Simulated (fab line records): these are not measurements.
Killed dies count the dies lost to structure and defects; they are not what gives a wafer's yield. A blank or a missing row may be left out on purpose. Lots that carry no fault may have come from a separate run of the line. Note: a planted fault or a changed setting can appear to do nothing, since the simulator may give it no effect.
What tool caused it? / flow sfq_line / at 1 step of a route of 325, 14 lots with 42 wafers sampled

== WHAT THE GAUGES SHOWED, per wafer ==
The record lacks any reading of a measuring or inspecting step that a usual standard deviation could be used to judge.

== WHICH TOOL RAN EACH LOT (tool, then ch and the chambers of the sampled wafers, then the start) ==
lot=L319; SFQ_TRILAYER_M8_LITHO_EXPOSE_194=krf_scanner-02 ch 0, day 83 21:19
lot=L320; SFQ_TRILAYER_M8_LITHO_EXPOSE_194=krf_scanner-02 ch 0, day 84 00:19
lot=L323; SFQ_TRILAYER_M8_LITHO_EXPOSE_194=krf_scanner-01 ch 0, day 88 17:34
lot=L324; SFQ_TRILAYER_M8_LITHO_EXPOSE_194=krf_scanner-01 ch 0, day 89 11:34
lot=L325; SFQ_TRILAYER_M8_LITHO_EXPOSE_194=krf_scanner-01 ch 0, day 89 13:58
lot=L326; SFQ_TRILAYER_M8_LITHO_EXPOSE_194=krf_scanner-01 ch 0, day 89 15:34
lot=L327; SFQ_TRILAYER_M8_LITHO_EXPOSE_194=krf_scanner-01 ch 0, day 89 18:10
lot=L328; SFQ_TRILAYER_M8_LITHO_EXPOSE_194=krf_scanner-01 ch 0, day 89 19:10
lot=L329; SFQ_TRILAYER_M8_LITHO_EXPOSE_194=krf_scanner-01, day 89 23:58
lot=L330; SFQ_TRILAYER_M8_LITHO_EXPOSE_194=krf_scanner-01, day 90 03:34
lot=L332; SFQ_TRILAYER_M8_LITHO_EXPOSE_194=krf_scanner-01 ch 0, day 90 07:58
lot=L336; SFQ_TRILAYER_M8_LITHO_EXPOSE_194=krf_scanner-02 ch 0, day 91 14:07
lot=L338; SFQ_TRILAYER_M8_LITHO_EXPOSE_194=krf_scanner-02 ch 0, day 91 15:55
lot=L339; SFQ_TRILAYER_M8_LITHO_EXPOSE_194=krf_scanner-02 ch 0, day 91 18:19
- SFQ_TRILAYER_M8_LITHO_EXPOSE_194: exposes mask M8, target cd 2000 nm.

== WHAT THE TOOLS THEMSELVES READ (means of the sampled wafers that have a number; where no wafer has one, the mark that the record gives instead) ==
SFQ_TRILAYER_M8_LITHO_EXPOSE_194.
lot=L319; tool=krf_scanner-02; exposure_dose_mJ_cm2=14.416; focus_offset_nm (nm)=0.1; stage_vel_mm_s (mm/s)=500.03
lot=L320; tool=krf_scanner-02; exposure_dose_mJ_cm2=14.402; focus_offset_nm (nm)=-0.3; stage_vel_mm_s (mm/s)=499.89
lot=L323; tool=krf_scanner-01; exposure_dose_mJ_cm2=14.394; focus_offset_nm (nm)=-0.6; stage_vel_mm_s (mm/s)=500.01
lot=L324; tool=krf_scanner-01; exposure_dose_mJ_cm2=14.401; focus_offset_nm (nm)=0.5; stage_vel_mm_s (mm/s)=499.82
lot=L325; tool=krf_scanner-01; exposure_dose_mJ_cm2=14.383; focus_offset_nm (nm)=-0.5; stage_vel_mm_s (mm/s)=500.00
lot=L326; tool=krf_scanner-01; exposure_dose_mJ_cm2=14.413; focus_offset_nm (nm)=-0.5; stage_vel_mm_s (mm/s)=499.66
lot=L327; tool=krf_scanner-01; exposure_dose_mJ_cm2=14.408; focus_offset_nm (nm)=-0.1; stage_vel_mm_s (mm/s)=499.94
lot=L328; tool=krf_scanner-01; exposure_dose_mJ_cm2=14.378; focus_offset_nm (nm)=-0.9; stage_vel_mm_s (mm/s)=500.31
lot=L329; tool=krf_scanner-01; exposure_dose_mJ_cm2=-; focus_offset_nm (nm)=-; stage_vel_mm_s (mm/s)=-
lot=L330; tool=krf_scanner-01; exposure_dose_mJ_cm2=-; focus_offset_nm (nm)=-; stage_vel_mm_s (mm/s)=-
lot=L332; tool=krf_scanner-01; exposure_dose_mJ_cm2=14.378; focus_offset_nm (nm)=0.1; stage_vel_mm_s (mm/s)=499.94
lot=L336; tool=krf_scanner-02; exposure_dose_mJ_cm2=14.387; focus_offset_nm (nm)=0.1; stage_vel_mm_s (mm/s)=500.14
lot=L338; tool=krf_scanner-02; exposure_dose_mJ_cm2=14.382; focus_offset_nm (nm)=0.1; stage_vel_mm_s (mm/s)=499.81
lot=L339; tool=krf_scanner-02; exposure_dose_mJ_cm2=14.398; focus_offset_nm (nm)=0.2; stage_vel_mm_s (mm/s)=500.37

== THE ANSWER, worked out from the rows above alone ==
Rule: usual is defined by the lots themselves. Put in order of their means at a reading, lots are off if they are a third of the lots or fewer, leave a main group of 4 or more, and stand apart from it by a gap of 3 or more times the standard deviation of the main group's means; of several such gaps the widest counts. If all means in a main group match to the digits the tables above print for the reading, that group is not used. Also off: a lot with no number at a reading for which 4 or more lots have one. Where the step has rows for the other lots, those lots are counted as sound. After the gauges, taken in route order, come the tools' own readings; for these a lot's mean is taken, as printed above. At the first step where some lot is off, the reading lying furthest off is the one used; lots without a number count as furthest.
Off: L329, L330, at SFQ_TRILAYER_M8_LITHO_EXPOSE_194 (exposure_dose_mJ_cm2). Without a number there: L329, L330. The main group has a mean of 14.395 with a standard deviation of 0.013.
If a tool, at that step or one of the process steps before it, ran each lot that is off and ran no sound lot following the first of them, it fits. No candidate that was tried fits.

== WHAT THE SIMULATOR HAD INSERTED ==
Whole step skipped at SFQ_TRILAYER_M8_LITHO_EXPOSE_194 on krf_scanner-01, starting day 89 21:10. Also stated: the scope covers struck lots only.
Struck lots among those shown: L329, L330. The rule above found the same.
